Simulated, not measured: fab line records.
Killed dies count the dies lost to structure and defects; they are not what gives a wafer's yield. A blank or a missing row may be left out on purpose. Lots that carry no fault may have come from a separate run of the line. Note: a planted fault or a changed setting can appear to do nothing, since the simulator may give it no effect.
fab line records + flow gf180mcu
[record]
- lots = 14
- wafers = 42
- last_day = 34
route steps=602 shown MVPSD@85 HV_LDD@202 CONTACT@312
lots that met no fault: taken from a fault-free run of the same line
start_h: start of the lot's first displayed wafer, in hours after the record's first day + wait_h: time in hours since the lot's previous step + " unchanged from the row above + L1.1+2: one row covering several wafers at once + - no value, or no start was given + * or withheld: withheld + < > ~ a bound
route shown NAME@n: NAME is a module with steps in the file, n the number in the route of the first one + usual: mean/standard deviation of fault-free wafers + same: alike in all rows + chamber/n: place in a boat + sites: each site's reading + _std_site: standard deviation across them + _edge_site: outer sites' mean less inner sites' + radius_mm: how far each site lies from the wafer's centre + mask NAME#n: copy n + behind: tool/chamber where the wafer was last shaped + hold: what put the lot on hold/how long, in hours/how the hold closed + device: names the non-switching transistor (n, p or np) + end of line: tests run on the same wafers once the route is complete + step lacking rows: just its recipe + killed: count of dies lost to structure and defects at first sort (not the wafer's yield) + map: a wafer's dies, marking killed ones x, the rest . and places with no die _
set.NAME: the setting as run; set.NAME@STEP: as run at that earlier step + model.NAME: the simulator's own value behind a step, which no gauge read
steps of the route over a sample of lots; a table a step, a row a wafer
services: a tool's chamber out of use, with start hour (start_h, from the record's first day; less than 0 if before it), hours out, and reason
[[steps]]
[step GF_MVPSD_OVL_MEAS_07]
[usual]
- MVPSD_OVL = 1.2/1.3
| lot.wafer | tool       | chamber | start_h | wait_h | MVPSD_OVL[nm] |
|-----------|------------|---------|---------|--------|---------------|
| L809.3    | overlay-01 | -       | 95.90   | -      | 3.0           |
| L809.5    | "          | -       | "       | "      | 1.5           |
| L809.6    | "          | -       | "       | "      | 0.5           |
| L812.2    | overlay-02 | -       | 114.04  | -      | 1.8           |
| L812.3    | "          | -       | "       | "      | 1.4           |
| L812.5    | "          | -       | "       | "      | 1.8           |
| L814.1    | overlay-01 | -       | 125.76  | -      | 2.2           |
| L814.3    | "          | -       | "       | "      | 2.0           |
| L814.4    | "          | -       | "       | "      | 5.2           |
| L816.3    | overlay-02 | -       | 139.66  | -      | 0.5           |
| L816.5    | "          | -       | "       | "      | 1.6           |
| L816.6    | "          | -       | "       | "      | 2.2           |
| L818.1    | overlay-02 | -       | 149.45  | -      | 1.0           |
| L818.3    | "          | -       | "       | "      | 0.9           |
| L818.6    | "          | -       | "       | "      | -0.8          |
| L819.1    | overlay-02 | -       | 158.20  | -      | 1.0           |
| L819.2    | "          | -       | "       | "      | 0.7           |
| L819.5    | "          | -       | "       | "      | 0.9           |
| L823.2    | overlay-01 | -       | 180.04  | -      | 3.0           |
| L823.4    | "          | -       | "       | "      | 1.0           |
| L823.5    | "          | -       | "       | "      | 1.9           |
| L826.1    | overlay-02 | -       | 199.46  | -      | 2.2           |
| L826.4    | "          | -       | "       | "      | 2.9           |
| L826.5    | "          | -       | "       | "      | 2.3           |
| L827.3    | overlay-01 | -       | 205.50  | -      | 0.8           |
| L827.4    | "          | -       | "       | "      | 1.2           |
| L827.6    | "          | -       | "       | "      | 0.6           |
| L828.2    | overlay-01 | -       | 210.81  | -      | 0.2           |
| L828.4    | "          | -       | "       | "      | 0.7           |
| L828.5    | "          | -       | "       | "      | 2.0           |
| L829.2    | overlay-01 | -       | 216.11  | -      | 0.2           |
| L829.3    | "          | -       | "       | "      | 0.2           |
| L829.4    | "          | -       | "       | "      | 1.3           |
| L830.2    | overlay-02 | -       | 223.71  | -      | 1.7           |
| L830.5    | "          | -       | "       | "      | 0.0           |
| L830.6    | "          | -       | "       | "      | 1.5           |
| L831.1    | overlay-02 | -       | 230.05  | -      | 2.3           |
| L831.2    | "          | -       | "       | "      | 1.3           |
| L831.3    | "          | -       | "       | "      | -0.5          |
| L832.2    | overlay-02 | -       | 236.86  | -      | 4.8           |
| L832.5    | "          | -       | "       | "      | 3.0           |
| L832.6    | "          | -       | "       | "      | 2.6           |
[step GF_HV_LDD_COAT_26]
[recipe]
- resist = NOVOLAK
- spin_rpm = 3000
- resist_thk_nm = 1000
| lot.wafer  | tool           | chamber | start_h | wait_h |
|------------|----------------|---------|---------|--------|
| L809.3+5+6 | litho_track-02 | 0       | 243.74  | 0.1    |
| L812.2+3+5 | litho_track-04 | 0       | 268.81  | 0.1    |
| L814.1+3+4 | litho_track-04 | 0       | 283.94  | 0.1    |
| L816.3+5+6 | litho_track-02 | 0       | 299.09  | 0.1    |
| L818.1+3+6 | litho_track-02 | 0       | 310.54  | 0.1    |
| L819.1+2+5 | litho_track-02 | 0       | 323.64  | 0.1    |
| L823.2+4+5 | litho_track-04 | 0       | 355.26  | 0.1    |
| L826.1+4+5 | litho_track-03 | 0       | 379.90  | 0.1    |
| L827.3+4+6 | litho_track-03 | 0       | 388.95  | 0.1    |
| L828.2+4+5 | litho_track-02 | 0       | 391.02  | 0.1    |
| L829.2+3+4 | litho_track-04 | 0       | 399.41  | 0.1    |
| L830.2+5+6 | litho_track-02 | 0       | 406.97  | 0.1    |
| L831.1+2+3 | litho_track-02 | 0       | 417.79  | 0.1    |
| L832.2+5+6 | litho_track-02 | 0       | 424.47  | 0.1    |
[step GF_HV_LDD_CD_MEAS_31]
[recipe]
- target_cd_nm = 400
[usual]
- cd_nm = 399.7/2
| lot.wafer | tool      | chamber | start_h | wait_h | cd_nm |
|-----------|-----------|---------|---------|--------|-------|
| L809.3    | cd_sem-01 | -       | 253.47  | 0.2    | 402.4 |
| L809.5    | "         | -       | "       | "      | 401.5 |
| L809.6    | "         | -       | "       | "      | 399.9 |
| L812.2    | cd_sem-01 | -       | 278.56  | 0.1    | 401.6 |
| L812.3    | "         | -       | "       | "      | 401.4 |
| L812.5    | "         | -       | "       | "      | 398.6 |
| L814.1    | cd_sem-01 | -       | 293.74  | 0.1    | 400.0 |
| L814.3    | "         | -       | "       | "      | 400.0 |
| L814.4    | "         | -       | "       | "      | 400.1 |
| L816.3    | cd_sem-01 | -       | 309.44  | 0.1    | 399.9 |
| L816.5    | "         | -       | "       | "      | 401.7 |
| L816.6    | "         | -       | "       | "      | 399.7 |
| L818.1    | cd_sem-02 | -       | 321.03  | 0.1    | 407.7 |
| L818.3    | "         | -       | "       | "      | 406.1 |
| L818.6    | "         | -       | "       | "      | 407.7 |
| L819.1    | cd_sem-02 | -       | 334.34  | 0.1    | 405.6 |
| L819.2    | "         | -       | "       | "      | 406.1 |
| L819.5    | "         | -       | "       | "      | 405.4 |
| L823.2    | cd_sem-01 | -       | 366.35  | 0.1    | 400.1 |
| L823.4    | "         | -       | "       | "      | 399.6 |
| L823.5    | "         | -       | "       | "      | 401.6 |
| L826.1    | cd_sem-02 | -       | 391.45  | 0.1    | 399.9 |
| L826.4    | "         | -       | "       | "      | 400.0 |
| L826.5    | "         | -       | "       | "      | 400.0 |
| L827.3    | cd_sem-01 | -       | 400.94  | 0.1    | 401.1 |
| L827.4    | "         | -       | "       | "      | 401.7 |
| L827.6    | "         | -       | "       | "      | 398.4 |
| L828.2    | cd_sem-01 | -       | 402.77  | 0.1    | 404.4 |
| L828.4    | "         | -       | "       | "      | 403.0 |
| L828.5    | "         | -       | "       | "      | 400.8 |
| L829.2    | cd_sem-02 | -       | 411.55  | 0.1    | 403.3 |
| L829.3    | "         | -       | "       | "      | 403.8 |
| L829.4    | "         | -       | "       | "      | 402.6 |
| L830.2    | cd_sem-01 | -       | 418.80  | 0.1    | 397.8 |
| L830.5    | "         | -       | "       | "      | 400.9 |
| L830.6    | "         | -       | "       | "      | 398.7 |
| L831.1    | cd_sem-02 | -       | 430.89  | 0.1    | 399.7 |
| L831.2    | "         | -       | "       | "      | 400.2 |
| L831.3    | "         | -       | "       | "      | 401.8 |
| L832.2    | cd_sem-01 | -       | 437.13  | 0.3    | 398.1 |
| L832.5    | "         | -       | "       | "      | 396.6 |
| L832.6    | "         | -       | "       | "      | 398.9 |
[step GF_HV_LDD_STRIP_37]
[recipe]
- chemistry = O2/N2
- power_w = 1400
- pressure_mtorr = 1500
- platen_temp_c = 250
- o2_flow_sccm = 3000
- n2_flow_sccm = 300
- overash_fraction = 0.5
[usual]
- drypump_motor_current_A = 5.48/0.29
- heater_power_w = 330/15
- oes_product_au = 0.716/0.0044
- strip_time_to_endpoint_s = 12.63/0.036
| lot.wafer | tool            | chamber | start_h | wait_h | drypump_motor_current_A | heater_power_w | oes_product_au | rf_hours_counter_h | strip_time_to_endpoint_s |
|-----------|-----------------|---------|---------|--------|-------------------------|----------------|----------------|--------------------|--------------------------|
| L809.3    | plasma_asher-03 | 0       | 254.21  | 0.1    | 5.22                    | 322            | 0.720          | -                  | 12.67                    |
| L809.5    | "               | 0       | "       | "      | 5.21                    | 323            | 0.715          | -                  | 12.68                    |
| L809.6    | "               | 1       | "       | "      | 5.97                    | 308            | 0.719          | -                  | 12.66                    |
| L812.2    | plasma_asher-01 | 0       | 279.29  | 0.1    | 5.66                    | 315            | 0.725          | 50                 | 12.67                    |
| L812.3    | "               | 0       | "       | "      | 5.68                    | 312            | 0.724          | -                  | 12.63                    |
| L812.5    | "               | 1       | "       | "      | 5.10                    | 333            | 0.721          | -                  | 12.61                    |
| L814.1    | plasma_asher-04 | 1       | 294.49  | 0.1    | 5.36                    | 353            | 0.704          | 18                 | 12.62                    |
| L814.3    | "               | 0       | "       | "      | 5.67                    | 334            | 0.719          | -                  | 12.61                    |
| L814.4    | "               | 1       | "       | "      | 5.36                    | 350            | 0.723          | -                  | 12.61                    |
| L816.3    | plasma_asher-01 | 1       | 310.19  | 0.1    | 5.06                    | 337            | 0.715          | -                  | 12.64                    |
| L816.5    | "               | 0       | "       | "      | 5.69                    | 322            | 0.717          | -                  | 12.55                    |
| L816.6    | "               | 1       | "       | "      | 5.08                    | 342            | 0.721          | -                  | 12.60                    |
| L818.1    | plasma_asher-01 | 1       | 321.79  | 0.1    | 5.07                    | 344            | 0.713          | 54                 | 11.92                    |
| L818.3    | "               | 1       | "       | "      | 5.08                    | 332            | 0.707          | -                  | 11.96                    |
| L818.6    | "               | 1       | "       | "      | 5.08                    | 340            | 0.714          | -                  | 11.94                    |
| L819.1    | plasma_asher-04 | 1       | 335.10  | 0.1    | 5.37                    | 362            | 0.720          | 22                 | 11.96                    |
| L819.2    | "               | 0       | "       | "      | 5.65                    | 330            | 0.715          | 22                 | 11.99                    |
| L819.5    | "               | 1       | "       | "      | 5.39                    | 354            | 0.712          | -                  | 11.95                    |
| L823.2    | plasma_asher-04 | 0       | 367.09  | 0.1    | 5.64                    | 329            | 0.720          | 24                 | 12.61                    |
| L823.4    | "               | 1       | "       | "      | 5.34                    | 357            | 0.709          | -                  | 12.65                    |
| L823.5    | "               | 1       | "       | "      | 5.37                    | 351            | 0.715          | -                  | 12.61                    |
| L826.1    | plasma_asher-04 | 0       | 392.21  | 0.1    | 5.68                    | 327            | 0.713          | 27                 | 12.59                    |
| L826.4    | "               | 0       | "       | "      | 5.66                    | 325            | 0.716          | -                  | 12.59                    |
| L826.5    | "               | 1       | "       | "      | 5.38                    | 355            | 0.721          | -                  | 12.62                    |
| L827.3    | plasma_asher-01 | 0       | 401.69  | 0.1    | 5.68                    | 311            | 0.711          | -                  | 12.63                    |
| L827.4    | "               | 1       | "       | "      | 5.09                    | 340            | 0.713          | -                  | 12.62                    |
| L827.6    | "               | 1       | "       | "      | 5.07                    | 329            | 0.717          | -                  | 12.67                    |
| L828.2    | plasma_asher-04 | 0       | 403.51  | 0.1    | 5.66                    | 328            | 0.713          | 28                 | 12.65                    |
| L828.4    | "               | 0       | "       | "      | 5.66                    | 340            | 0.713          | -                  | 12.65                    |
| L828.5    | "               | 0       | "       | "      | 5.65                    | 333            | 0.716          | -                  | 12.61                    |
| L829.2    | plasma_asher-01 | 0       | 412.29  | 0.1    | 5.66                    | 316            | 0.718          | 64                 | 12.56                    |
| L829.3    | "               | 1       | "       | "      | 5.07                    | 345            | 0.711          | -                  | 12.58                    |
| L829.4    | "               | 0       | "       | "      | 5.69                    | 314            | 0.721          | -                  | 12.56                    |
| L830.2    | plasma_asher-01 | 1       | 419.54  | 0.1    | 5.11                    | 339            | 0.712          | 65                 | 12.60                    |
| L830.5    | "               | 0       | "       | "      | 5.70                    | 314            | 0.714          | -                  | 12.63                    |
| L830.6    | "               | 1       | "       | "      | 5.08                    | 335            | 0.711          | -                  | 12.57                    |
| L831.1    | plasma_asher-01 | 1       | 431.65  | 0.1    | 5.09                    | 338            | 0.719          | 67                 | 12.59                    |
| L831.2    | "               | 0       | "       | "      | 5.69                    | 320            | 0.719          | 67                 | 12.54                    |
| L831.3    | "               | 0       | "       | "      | 5.69                    | 319            | 0.719          | -                  | 12.59                    |
| L832.2    | plasma_asher-03 | 1       | 437.90  | 0.1    | 5.98                    | 310            | 0.712          | 78                 | 12.59                    |
| L832.5    | "               | 0       | "       | "      | 5.22                    | 324            | 0.713          | -                  | 12.63                    |
| L832.6    | "               | 1       | "       | "      | 5.95                    | 309            | 0.713          | -                  | 12.66                    |
[step GF_HV_LDD_THK_MEAS_57]
[recipe]
- reads = Si3N4_of_HV_LDD_CVD_56
[usual]
- HV_LDD_CVD_56_THK = 89.3/0.77
| lot.wafer | tool          | chamber | start_h | wait_h | HV_LDD_CVD_56_THK[nm] |
|-----------|---------------|---------|---------|--------|-----------------------|
| L809.3    | film_metro-01 | -       | 276.49  | 0.0    | 90.3                  |
| L809.5    | "             | -       | "       | "      | 89.9                  |
| L809.6    | "             | -       | "       | "      | 90.1                  |
| L812.2    | film_metro-02 | -       | 302.13  | 0.0    | 89.1                  |
| L812.3    | "             | -       | "       | "      | 89.4                  |
| L812.5    | "             | -       | "       | "      | 90.0                  |
| L814.1    | film_metro-01 | -       | 318.57  | 0.0    | 90.1                  |
| L814.3    | "             | -       | "       | "      | 89.1                  |
| L814.4    | "             | -       | "       | "      | 89.2                  |
| L816.3    | film_metro-04 | -       | 334.31  | 0.0    | 89.4                  |
| L816.5    | "             | -       | "       | "      | 89.5                  |
| L816.6    | "             | -       | "       | "      | 89.7                  |
| L818.1    | film_metro-04 | -       | 346.17  | 0.0    | 88.5                  |
| L818.3    | "             | -       | "       | "      | 88.5                  |
| L818.6    | "             | -       | "       | "      | 88.9                  |
| L819.1    | film_metro-01 | -       | 360.40  | 0.0    | 89.8                  |
| L819.2    | "             | -       | "       | "      | 89.8                  |
| L819.5    | "             | -       | "       | "      | 88.8                  |
| L823.2    | film_metro-04 | -       | 393.31  | 0.0    | 89.2                  |
| L823.4    | "             | -       | "       | "      | 89.4                  |
| L823.5    | "             | -       | "       | "      | 89.1                  |
| L826.1    | film_metro-02 | -       | 418.50  | 0.0    | 88.0                  |
| L826.4    | "             | -       | "       | "      | 88.3                  |
| L826.5    | "             | -       | "       | "      | 88.5                  |
| L827.3    | film_metro-02 | -       | 428.87  | 0.0    | 88.8                  |
| L827.4    | "             | -       | "       | "      | 90.1                  |
| L827.6    | "             | -       | "       | "      | 88.9                  |
| L828.2    | film_metro-02 | -       | 431.19  | 0.0    | 89.0                  |
| L828.4    | "             | -       | "       | "      | 89.2                  |
| L828.5    | "             | -       | "       | "      | 89.1                  |
| L829.2    | film_metro-01 | -       | 440.26  | 0.0    | 89.6                  |
| L829.3    | "             | -       | "       | "      | 89.6                  |
| L829.4    | "             | -       | "       | "      | 89.7                  |
| L830.2    | film_metro-01 | -       | 446.83  | 0.0    | 89.7                  |
| L830.5    | "             | -       | "       | "      | 90.0                  |
| L830.6    | "             | -       | "       | "      | 90.5                  |
| L831.1    | film_metro-01 | -       | 459.20  | 0.0    | 90.2                  |
| L831.2    | "             | -       | "       | "      | 90.5                  |
| L831.3    | "             | -       | "       | "      | 89.9                  |
| L832.2    | film_metro-01 | -       | 466.07  | 0.0    | 89.0                  |
| L832.5    | "             | -       | "       | "      | 88.2                  |
| L832.6    | "             | -       | "       | "      | 89.1                  |
[step GF_CONTACT_RS_MEAS_25]
[recipe]
- thk_meas_gauge = four-point-probe
- reads = W_of_CONTACT_CVD_24+TiN_of_CONTACT_SPUTTER_23+Ti_of_CONTACT_SPUTTER_22
[usual]
- CONTACT_W_RS = 0.380/0.0053
| lot.wafer | tool          | chamber | start_h | wait_h | CONTACT_W_RS[ohm/sq] |
|-----------|---------------|---------|---------|--------|----------------------|
| L809.3    | film_metro-02 | -       | 362.23  | 0.1    | 0.381                |
| L809.5    | "             | -       | "       | "      | 0.392                |
| L809.6    | "             | -       | "       | "      | 0.379                |
| L812.2    | film_metro-02 | -       | 391.67  | 0.1    | 0.387                |
| L812.3    | "             | -       | "       | "      | 0.380                |
| L812.5    | "             | -       | "       | "      | 0.382                |
| L814.1    | film_metro-04 | -       | 410.20  | 0.1    | 0.376                |
| L814.3    | "             | -       | "       | "      | 0.375                |
| L814.4    | "             | -       | "       | "      | 0.386                |
| L816.3    | film_metro-02 | -       | 427.22  | 0.1    | 0.374                |
| L816.5    | "             | -       | "       | "      | 0.383                |
| L816.6    | "             | -       | "       | "      | 0.373                |
| L818.1    | film_metro-02 | -       | 440.12  | 0.1    | 0.382                |
| L818.3    | "             | -       | "       | "      | 0.383                |
| L818.6    | "             | -       | "       | "      | 0.382                |
| L819.1    | film_metro-01 | -       | 457.87  | 0.1    | 0.383                |
| L819.2    | "             | -       | "       | "      | 0.391                |
| L819.5    | "             | -       | "       | "      | 0.386                |
| L823.2    | film_metro-01 | -       | 493.98  | 0.1    | 0.379                |
| L823.4    | "             | -       | "       | "      | 0.380                |
| L823.5    | "             | -       | "       | "      | 0.374                |
| L826.1    | film_metro-02 | -       | 517.52  | 0.1    | 0.382                |
| L826.4    | "             | -       | "       | "      | 0.383                |
| L826.5    | "             | -       | "       | "      | 0.382                |
| L827.3    | film_metro-02 | -       | 526.70  | 0.1    | 0.380                |
| L827.4    | "             | -       | "       | "      | 0.378                |
| L827.6    | "             | -       | "       | "      | 0.377                |
| L828.2    | film_metro-01 | -       | 529.47  | 0.1    | 0.378                |
| L828.4    | "             | -       | "       | "      | 0.375                |
| L828.5    | "             | -       | "       | "      | 0.375                |
| L829.2    | film_metro-02 | -       | 538.55  | 0.1    | 0.376                |
| L829.3    | "             | -       | "       | "      | 0.382                |
| L829.4    | "             | -       | "       | "      | 0.378                |
| L830.2    | film_metro-02 | -       | 545.47  | 0.1    | 0.380                |
| L830.5    | "             | -       | "       | "      | 0.375                |
| L830.6    | "             | -       | "       | "      | 0.383                |
| L831.1    | film_metro-02 | -       | 556.18  | 0.1    | 0.380                |
| L831.2    | "             | -       | "       | "      | 0.374                |
| L831.3    | "             | -       | "       | "      | 0.381                |
| L832.2    | film_metro-04 | -       | 562.97  | 0.1    | 0.372                |
| L832.5    | "             | -       | "       | "      | 0.380                |
| L832.6    | "             | -       | "       | "      | 0.371                |
[[services]]
| tool            | chamber | start_h | hours | kind                      |
|-----------------|---------|---------|-------|---------------------------|
| plasma_asher-01 | -       | 249.87  | 0.9   | repair                    |
| plasma_asher-04 | -       | 316.80  | 2.0   | repair                    |
| plasma_asher-04 | -       | 340.27  | 12.8  | repair                    |
| litho_track-03  | -       | 342.24  | -     | consumable_replace:filter |
| plasma_asher-03 | -       | 396.89  | 0.3   | repair                    |
| plasma_asher-01 | -       | 407.81  | 2.9   | repair                    |
| plasma_asher-03 | -       | 421.67  | 2.8   | pm                        |
| plasma_asher-04 | -       | 428.91  | 0.6   | repair                    |
[[key]]
[first_sign]
- step = GF_HV_LDD_CD_MEAS_31
- reading = cd_nm
- direction = up
- sigmas = 3.4
- usual = 399.7
- struck = 406.4
[effect]
- step = GF_HV_LDD_STRIP_37
- reading = strip_time_to_endpoint_s
- direction = down
- sigmas = 19
- usual = *
- struck = *
met_at GF_HV_LDD_COAT_26
struck_lots L818,L819
rows_end L818.1,L818.3,L818.6,L819.1,L819.2,L819.5
not_acting_at GF_MVPSD_OVL_MEAS_07,GF_HV_LDD_THK_MEAS_57,GF_CONTACT_RS_MEAS_25
onset_between 299.09 310.54
[fault]
- kind = process_parameter_drift
- tool = litho_track-02
- chamber = -
- onset_h = 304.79
- steps = GF_HV_LDD_COAT_26
- channel = resist_thk_nm
- offset = *
- shape = step
- end_h = 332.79
- acts_in = *
- stated = *
// rows_end: these wafers met a further fault down the route, and their rows from its step on are left out
